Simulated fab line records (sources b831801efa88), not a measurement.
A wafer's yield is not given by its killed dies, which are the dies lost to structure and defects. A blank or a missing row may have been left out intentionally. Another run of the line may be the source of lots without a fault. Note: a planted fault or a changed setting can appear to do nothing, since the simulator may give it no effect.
The tool behind it: which one? -- flow gf180mcu -- 7 lots, 21 wafers sampled, at 3 steps of a route of 602

WHAT EACH GAUGE READ, for each wafer
GF_POLY_GATE_OVL_MEAS_11.
lot,measured,on,POLY_GATE_OVL (nm)
L538,day 9 17:55,overlay-02,2 12 5
L544,day 11 11:07,overlay-01,12 6 7
L550,day 13 11:31,overlay-01,4 7 3
L554,day 14 11:31,overlay-01,10 7 7
L556,day 15 03:34,overlay-02,4 4 -1
L558,day 15 20:09,overlay-02,0 2 8

WHICH TOOL RAN EACH LOT (tool, then ch and the chambers of the sampled wafers, then the start)
lot,GF_STI_OXIDATION_21,GF_VT_IMPLANT_RTA_45
L538,"furnace-02 ch 0, day 2 12:08","rtpAnneal-02 ch 0, day 8 00:44"
L544,"furnace-02 ch 0, day 3 19:17","rtpAnneal-02 ch 0, day 9 16:27"
L547,"furnace-01, day 4 10:59",-
L550,"furnace-01 ch 0, day 5 03:44","rtpAnneal-02 ch 0, day 11 13:18"
L554,"furnace-01 ch 0, day 5 22:50","rtpAnneal-02 ch 0, day 12 13:25"
L556,"furnace-01 ch 0, day 6 08:44","rtpAnneal-01 ch 0, day 13 04:10"
L558,"furnace-02 ch 0, day 6 21:18","rtpAnneal-01 ch 0, day 13 19:43"
- GF_STI_OXIDATION_21: stabilise 600 s, purge 300 s, target thk 15 nm.
- GF_VT_IMPLANT_RTA_45: time 30 s.

THE ANSWER, worked out from the rows above alone
Rule: the lots themselves supply what counts as usual. Put in order of their means at a reading, lots are off if they are a third of the lots or fewer, leave a main group of 4 or more, and stand apart from it by a gap of 3 or more times the standard deviation of the main group's means; of several such gaps the widest counts. If all means in a main group match to the digits the tables above print for the reading, that group is not used. A lot without any number at a reading at which 4 lots or more have one is off too. Where the step has rows for the other lots, those lots are counted as sound.
Nothing can be told from this: no lot is off at any reading shown.

WHAT THE SIMULATOR PUT IN
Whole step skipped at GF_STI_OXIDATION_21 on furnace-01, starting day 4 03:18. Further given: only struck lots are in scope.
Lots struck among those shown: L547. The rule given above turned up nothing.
